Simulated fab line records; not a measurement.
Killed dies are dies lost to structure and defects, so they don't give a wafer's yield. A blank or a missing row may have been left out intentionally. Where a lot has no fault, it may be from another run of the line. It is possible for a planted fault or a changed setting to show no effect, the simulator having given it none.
What tool caused it? + flow gf180mcu + 14 lots with 42 wafers sampled at 5 steps, on a route of 602 steps

WHAT EACH GAUGE READ, for each wafer
GF_NWELL_OVL_MEAS_07. Usual: for NWELL_OVL the level is 0.3 nm and the standard deviation is 1.4.
| lot  | measured    | on         | NWELL_OVL (nm) | flag |
|------|-------------|------------|----------------|------|
| L671 | day 4 09:54 | overlay-01 | -1.4 0.9 -0.5  |      |
| L672 | day 4 10:00 | overlay-02 | -0.8 2.4 1.9   |      |
| L675 | day 4 22:47 | overlay-01 | 2.0 1.5 4.0    |      |
| L674 | day 4 23:01 | overlay-02 | 0.4 -0.3 1.7   |      |
| L676 | day 5 08:00 | overlay-02 | -0.6 0.3 -1.1  |      |
| L678 | day 5 11:26 | overlay-01 | 2.5 1.5 0.5    |      |
| L680 | day 5 21:49 | overlay-02 | -1.0 -1.3 1.1  |      |
| L681 | day 6 03:08 | overlay-02 | - - -          | OFF  |
| L683 | day 6 12:11 | overlay-02 | 0.3 0.6 -0.4   |      |
| L684 | day 6 17:19 | overlay-01 | - - -          | OFF  |
| L686 | day 7 03:10 | overlay-02 | 1.3 1.4 2.1    |      |
| L688 | day 7 13:42 | overlay-01 | -0.7 -1.3 -0.1 |      |
| L689 | day 7 20:31 | overlay-02 | -2.3 -0.8 -0.6 |      |
| L691 | day 8 04:44 | overlay-02 | -0.1 2.2 -1.0  |      |

GF_M4_THK_MEAS_06: measures by xrf. Usual: for M4_ALCU_THK the level is 453 nm and the standard deviation is 4.6.
| lot  | measured     | on            | M4_ALCU_THK (nm) | flag |
|------|--------------|---------------|------------------|------|
| L671 | day 23 23:30 | film metro-02 | 459 452 453      |      |
| L672 | day 23 23:48 | film metro-03 | 453 456 458      |      |
| L675 | day 24 15:59 | film metro-02 | 440 447 443      |      |
| L674 | day 24 19:17 | film metro-02 | 450 462 458      |      |
| L676 | day 25 16:44 | film metro-04 | 454 449 462      |      |
| L678 | day 25 15:59 | film metro-03 | 460 450 452      |      |
| L680 | day 26 04:51 | film metro-04 | 459 451 453      |      |
| L681 | day 26 20:50 | film metro-02 | 453 453 456      |      |
| L683 | day 26 23:06 | film metro-04 | 450 449 444      |      |
| L684 | day 27 12:16 | film metro-02 | 451 455 454      |      |
| L686 | day 28 03:49 | film metro-02 | 454 458 457      |      |
| L688 | day 28 11:41 | film metro-03 | 456 455 457      |      |
| L689 | day 28 21:48 | film metro-03 | 454 452 452      |      |
| L691 | day 29 08:26 | film metro-02 | 452 451 449      |      |

GF_M4_CD_MEAS_14 targets a cd of 280 nm. Usual: cd nm 280.4 nm, standard deviation 1.
| lot  | measured     | on        | cd nm (nm)        | flag |
|------|--------------|-----------|-------------------|------|
| L671 | day 24 20:43 | cd sem-01 | 281.2 280.8 282.1 |      |
| L672 | day 24 20:53 | cd sem-02 | 279.1 278.6 278.1 |      |
| L675 | day 25 13:26 | cd sem-02 | 279.6 279.9 279.0 |      |
| L674 | day 25 16:39 | cd sem-01 | 280.1 280.7 279.6 |      |
| L676 | day 26 13:26 | cd sem-01 | 279.4 279.4 278.4 |      |
| L678 | day 26 13:05 | cd sem-02 | 280.7 281.1 280.8 |      |
| L680 | day 27 00:37 | cd sem-01 | 280.5 280.5 279.9 |      |
| L681 | day 27 16:59 | cd sem-02 | 281.9 281.3 282.1 |      |
| L683 | day 27 18:47 | cd sem-01 | 279.9 279.4 278.8 |      |
| L684 | day 28 07:53 | cd sem-01 | 281.7 281.5 281.9 |      |
| L686 | day 28 22:17 | cd sem-01 | 278.8 278.1 278.7 |      |
| L688 | day 29 06:50 | cd sem-01 | 280.5 279.0 280.0 |      |
| L689 | day 29 16:34 | cd sem-02 | 280.4 281.4 282.1 |      |
| L691 | day 30 03:25 | cd sem-01 | 280.6 280.1 281.3 |      |

TOOL THAT RAN EACH LOT (tool first, then ch and the chambers of the sampled wafers, then the start)
| lot  | GF_NWELL_DEVELOP_06              | GF_V3_PEB_12                                 |
|------|----------------------------------|----------------------------------------------|
| L671 | litho track-01 ch 0, day 4 09:00 | litho track-04 ch 0, day 23 23:30 or earlier |
| L672 | litho track-04 ch 0, day 4 09:00 | litho track-04 ch 0, day 23 23:48 or earlier |
| L675 | litho track-01 ch 0, day 4 22:00 | litho track-04 ch 0, day 24 15:59 or earlier |
| L674 | litho track-04 ch 0, day 4 22:00 | litho track-04 ch 0, day 24 19:17 or earlier |
| L676 | litho track-04 ch 0, day 5 07:00 | litho track-04 ch 0, day 25 16:44 or earlier |
| L678 | litho track-03 ch 0, day 5 11:00 | litho track-03 ch 0, day 25 15:59 or earlier |
| L680 | litho track-04 ch 0, day 5 21:00 | litho track-04 ch 0, day 26 04:51 or earlier |
| L681 | litho track-03 ch 0, day 6 02:00 | litho track-04 ch 0, day 26 20:50 or earlier |
| L683 | litho track-01 ch 0, day 6 12:00 | litho track-02 ch 0, day 26 23:06 or earlier |
| L684 | litho track-03 ch 0, day 6 17:00 | litho track-04 ch 0, day 27 12:16 or earlier |
| L686 | litho track-04 ch 0, day 7 03:00 | litho track-04 ch 0, day 28 03:49 or earlier |
| L688 | litho track-04 ch 0, day 7 13:00 | litho track-04 ch 0, day 28 11:41 or earlier |
| L689 | litho track-04 ch 0, day 7 20:00 | litho track-03 ch 0, day 28 21:48 or earlier |
| L691 | litho track-01 ch 0, day 8 04:00 | litho track-04 ch 0, day 29 08:26 or earlier |
- GF_NWELL_DEVELOP_06: develop time 60 s.
- GF_V3_PEB_12: peb time 93.62 s.

WHAT THE TOOLS THEMSELVES READ (means of the sampled wafers that have a number; where no wafer has one, the mark that the record gives instead)
GF_NWELL_DEVELOP_06. Usual: resist line temp C 23.01 C, standard deviation 0.097.
| lot  | tool           | resist line temp C (C) | flag |
|------|----------------|------------------------|------|
| L671 | litho track-01 | 23.09                  |      |
| L672 | litho track-04 | 23.14                  |      |
| L675 | litho track-01 | 23.13                  |      |
| L674 | litho track-04 | 22.94                  |      |
| L676 | litho track-04 | 23.05                  |      |
| L678 | litho track-03 | 23.02                  |      |
| L680 | litho track-04 | 22.97                  |      |
| L681 | litho track-03 | 22.88                  |      |
| L683 | litho track-01 | 23.06                  |      |
| L684 | litho track-03 | 22.93                  |      |
| L686 | litho track-04 | 23.03                  |      |
| L688 | litho track-04 | 23.11                  |      |
| L689 | litho track-04 | 22.99                  |      |
| L691 | litho track-01 | 23.04                  |      |

GF_V3_PEB_12. Usual: plate sensor t centre C 136.13 C, standard deviation 0.0092; plate sensor t edge C 136.29 C, standard deviation 0.0088; resist line temp C 23.01 C, standard deviation 0.094.
| lot  | tool           | plate sensor t centre C (C) | plate sensor t edge C (C) | resist line temp C (C) | flag |
|------|----------------|-----------------------------|---------------------------|------------------------|------|
| L671 | litho track-04 | 136.13                      | 136.30                    | 23.10                  |      |
| L672 | litho track-04 | 136.13                      | 136.30                    | 23.05                  |      |
| L675 | litho track-04 | 136.14                      | 136.29                    | 22.79                  |      |
| L674 | litho track-04 | 136.13                      | 136.30                    | 22.92                  |      |
| L676 | litho track-04 | 136.13                      | 136.30                    | 23.00                  |      |
| L678 | litho track-03 | 136.13                      | 136.29                    | 23.05                  |      |
| L680 | litho track-04 | 136.13                      | 136.29                    | 23.10                  |      |
| L681 | litho track-04 | 136.13                      | 136.30                    | 23.05                  |      |
| L683 | litho track-02 | 136.13                      | 136.29                    | 22.93                  |      |
| L684 | litho track-04 | 136.13                      | 136.29                    | 23.04                  |      |
| L686 | litho track-04 | 136.13                      | 136.29                    | 23.00                  |      |
| L688 | litho track-04 | 136.13                      | 136.30                    | 23.15                  |      |
| L689 | litho track-03 | 136.12                      | 136.29                    | 22.98                  |      |
| L691 | litho track-04 | 136.11                      | 136.29                    | 23.09                  |      |

THE ANSWER, worked out from the rows above alone
Rule: a lot is off if the mean of its wafers that have a number lies more than 3 standard deviations from the usual mean. Also off: a lot with no number at a reading for which 4 or more lots have one. Any other lot the step has rows for is counted as sound. After the gauges, taken in route order, come the tools' own readings; for these a lot's mean is taken, as printed above. The first step at which some lot is off is used, and at that step the reading that is off furthest; a lot without a number counts as furthest.
Off: at GF_NWELL_OVL_MEAS_07 (NWELL_OVL), L681, L684. Without a number there: L681, L684.
A tool fits if, at a process step before that reading, it ran every lot that is off, and no sound lot after the first of them. The gauges at GF_NWELL_OVL_MEAS_07 are tried like those tools. One candidate fits, namely litho track-03 at GF_NWELL_DEVELOP_06. A fault onset in the window from L678 (day 5 11:00, its last sound lot) to L681 (day 6 02:00, its first lot off) fits.

WHAT HAD BEEN PUT IN BY THE SIMULATOR
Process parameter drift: litho track-03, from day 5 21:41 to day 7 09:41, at GF_NWELL_DEVELOP_06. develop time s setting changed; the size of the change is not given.
Shown lots that were struck: L681, L684. This agrees with what the rule above found.
